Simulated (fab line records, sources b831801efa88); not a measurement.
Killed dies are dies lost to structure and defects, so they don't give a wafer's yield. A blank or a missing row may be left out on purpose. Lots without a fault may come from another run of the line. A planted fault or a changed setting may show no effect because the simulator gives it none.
Chamber matching | flow gf180mcu | GF_V2_CMP_04 on cmp-01: 4 sister chambers
The step polishes SiO2. 14 wafers are shown with their chamber, then 7 later ones without.

WAFERS WITH THEIR CHAMBER
wafer  | chamber | motor_current_A (A) | retaining_ring_pressure_frac | time_to_endpoint_s (s)
L990.4 | 2       | 10.7                | 0.994                        | 84
L990.5 | 3       | 11.8                | 1.004                        | 83
L990.6 | 2       | 10.1                | 1.000                        | 82
L991.3 | 1       | 12.6                | 0.996                        | 79
L991.5 | 3       | 11.0                | 1.001                        | 83
L991.6 | 0       | 11.3                | 1.001                        | 81
L993.1 | 0       | 11.7                | 1.004                        | 83
L993.5 | 2       | 9.7                 | 0.999                        | 94
L993.6 | 1       | 12.7                | 0.999                        | 92
L997.3 | 3       | 11.3                | 1.001                        | 77
L997.5 | 1       | 12.1                | 0.992                        | 83
L997.6 | 2       | 10.0                | 1.000                        | 81
L998.3 | 1       | 12.5                | 0.999                        | 78
L998.5 | 0       | 12.4                | 0.993                        | 77

SIGNATURES (means of the wafers above)
reading                      | chamber 0 | chamber 1 | chamber 2 | chamber 3 | scatter within a chamber
motor_current_A              | 11.800    | 12.475    | 10.125    | 11.367    | 0.41
retaining_ring_pressure_frac | 0.99933   | 0.99650   | 0.99825   | 1.00200   | 0.00358
time_to_endpoint_s           | 80.33     | 83.00     | 85.25     | 81.00     | 5.21
Rule: a wafer's distance from a chamber is the root of the sum, over the readings, of the square of ((its reading less the chamber's mean) divided by the reading's scatter). The wafer belongs to the nearest chamber; if the next one is less than 2 further off, it can't be placed. The scatter: the root of (the sum of the squares of (reading less its chamber's mean) over the shown wafers, divided by (wafers less chambers)).

WAFERS WITHOUT THEIR CHAMBER
wafer  | motor_current_A (A) | retaining_ring_pressure_frac | time_to_endpoint_s (s)
L998.6 | 12.8                | 1.002                        | 82
L999.4 | 12.1                | 0.992                        | 77
L999.5 | 11.3                | 0.998                        | 85
L999.6 | 11.8                | 0.993                        | 79
L106.2 | 12.7                | 1.002                        | 76
L106.5 | 12.8                | 1.008                        | 79
L106.6 | 11.4                | 0.999                        | 78

WHICH CHAMBER EACH WENT THROUGH
wafer  | from the rows above               | in truth
L998.6 | can't be placed: 1 or 0 or 3      | 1
L999.4 | can't be placed: 1 or 0 or 3      | 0
L999.5 | can't be placed: 3 or 0 or 2 or 1 | 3
L999.6 | can't be placed: 0 or 1 or 3      | 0
L106.2 | can't be placed: 1 or 0 or 3      | 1
L106.5 | can't be placed: 1 or 0 or 3      | 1
L106.6 | can't be placed: 3 or 0 or 1      | 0
Placed correctly: 0 of 7. Can't be placed from these rows: 7 (the true chamber is among the candidates in 7). Placed wrongly: 0.
